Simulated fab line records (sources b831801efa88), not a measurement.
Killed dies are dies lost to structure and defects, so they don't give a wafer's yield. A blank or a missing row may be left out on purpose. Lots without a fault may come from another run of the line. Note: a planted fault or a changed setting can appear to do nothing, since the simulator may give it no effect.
Struck lot and sound lot, side by side + flow sfq line + 15 steps out of a route of 325
Sound: the wafers L616.4, L616.5, L616.6. Struck: wafer L624.2 (left out: L624.4, L624.6 of the same lot, which were not struck); the cause appears at the end.
Each step with rows lists, per side, the tool, then ch with its chambers, then its first start. Under that, the readings that differ: sound wafers + struck wafers + difference of the means + sigmas: that difference in standard deviations of wafers without a fault.
alike: readings whose means differ by less than 2 such deviations, and words and numbers that are the same on both sides. not compared: withheld readings, readings that some wafer has no value for, bounds like >300 that may hide the same value, and numbers for which the record gives no deviation and whose values overlap.
Wherever a step has rows on one side only, a row that says differs or no value, or a row with sigmas, the two part there. When numbers do not overlap yet have no deviation, they are printed without sigmas and do not part them. A reading missing from all wafers of one side parts the sides only when that side holds two or more wafers.

SFQ_TRILAYER_JJ_CE_BARC_OPEN_RIE_150: chemistry O2, target BARC, target depth 240 nm, time 80 s.
  sound on rie metal-03 ch 1, day 44 10:21; struck on rie metal-03 ch 1, day 47 21:36
| reading                | sound | struck | difference                   | sigmas |
|------------------------|-------|--------|------------------------------|--------|
| rf hours counter h (h) | - - - | 144    | no value on the sound wafers |        |
  alike: chamber pressure mTorr, drypump motor current A, he backside leak sccm, oes product au
SFQ_TRILAYER_JJ_CE_ETCH_RIE_118: chemistry SF6, target Nb, stops on Al2O3, time 97.7 s, target depth 170 nm.
  sound on rie metal-03 ch 1, day 44 10:33; struck on rie metal-03 ch 1, day 47 21:41
| reading                | sound | struck | difference                   | sigmas |
|------------------------|-------|--------|------------------------------|--------|
| rf hours counter h (h) | - - - | 144    | no value on the sound wafers |        |
  alike: chamber pressure mTorr, drypump motor current A, he backside leak sccm, oes product au
then, 1 step without rows for these wafers: SFQ_TRILAYER_JJ_ANODIZE_ANODIZE_119.
SFQ_TRILAYER_JJ_CE_STRIP_STRIP_120: strips in O2.
  sound on rie metal-01 ch 0,1, day 44 11:21; struck on rie metal-04 ch 0, day 47 22:48
| reading                | sound | struck | difference                   | sigmas |
|------------------------|-------|--------|------------------------------|--------|
| rf hours counter h (h) | - - - | 19     | no value on the sound wafers |        |
  alike: chamber pressure mTorr, drypump motor current A, he backside leak sccm, oes product au
then, 7 steps without rows for these wafers: SFQ_TRILAYER_JJ_CE_STRIP_SOLV_CLEAN_121 (cleans in NMP, time 600 s); SFQ_TRILAYER_M5_LITHO_COAT_128 (resist thk 62 nm); SFQ_TRILAYER_M5_LITHO_COAT_123 (resist thk 600 nm); SFQ_TRILAYER_M5_LITHO_SOFTBAKE_127; SFQ_TRILAYER_M5_LITHO_EXPOSE_124 (exposes mask M5, target cd 700 nm); SFQ_TRILAYER_M5_LITHO_PEB_126 (peb time 60 s); SFQ_TRILAYER_M5_LITHO_DEVELOP_125 (time 60 s).
-- the record jumps here: 2 days lie between the struck wafers' starts before and after --
SFQ_M5_OVL_MEAS_932:
  sound: overlay-02 at day 46 05:04; struck: overlay-01 at day 50 01:28
  alike: M5_OVL
SFQ_TRILAYER_M5_BARC_OPEN_METAL_ETCH_161: etches BARC in O2, target depth 125 nm, time 41.7 s.
  sound on rie metal-03 ch 0,1, day 46 05:07; struck on rie metal-01 ch 1, day 50 01:30
| reading                                             | sound             | struck | difference                   | sigmas |
|-----------------------------------------------------|-------------------|--------|------------------------------|--------|
| chamber pressure mTorr (mTorr)                      | 9.996 9.993 9.978 | 10.006 | +0.017                       | +2     |
| rf hours counter h (h)                              | - - -             | 8      | no value on the sound wafers |        |
| model.KrF_of_TRILAYER_M5_LITHO_COAT_123.thk nm (nm) | 523 522.6 523.9   | 541.6  | +18.4                        |        |
  alike: drypump motor current A, he backside leak sccm, oes product au
SFQ_TRILAYER_M5_ETCH_METAL_ETCH_126: etches Nb in Cl2/BCl3, stops on SiO2, time 203.2 s, target depth 265 nm.
  sound on rie metal-03 ch 0,1, day 46 05:13; struck on rie metal-01 ch 1, day 50 01:34
| reading                                             | sound           | struck | difference                   | sigmas |
|-----------------------------------------------------|-----------------|--------|------------------------------|--------|
| rf hours counter h (h)                              | - - -           | 8      | no value on the sound wafers |        |
| model.KrF_of_TRILAYER_M5_LITHO_COAT_123.thk nm (nm) | 370 369.7 369.9 | 385.7  | +15.8                        |        |
  alike: chamber pressure mTorr, drypump motor current A, he backside leak sccm, oes product au
SFQ_TRILAYER_M5_STRIP_STRIP_127: strips in O2.
  sound on rie metal-03 ch 0,1, day 46 05:32; struck on rie metal-01 ch 1, day 50 01:46
| reading                | sound | struck | difference                   | sigmas |
|------------------------|-------|--------|------------------------------|--------|
| rf hours counter h (h) | - - - | 8      | no value on the sound wafers |        |
  alike: chamber pressure mTorr, drypump motor current A, he backside leak sccm, oes product au

WHERE THEY PART
First at SFQ_TRILAYER_JJ_CE_BARC_OPEN_RIE_150; last, within this record, at SFQ_TRILAYER_M5_STRIP_STRIP_127.

WHY: the cause the simulator had injected
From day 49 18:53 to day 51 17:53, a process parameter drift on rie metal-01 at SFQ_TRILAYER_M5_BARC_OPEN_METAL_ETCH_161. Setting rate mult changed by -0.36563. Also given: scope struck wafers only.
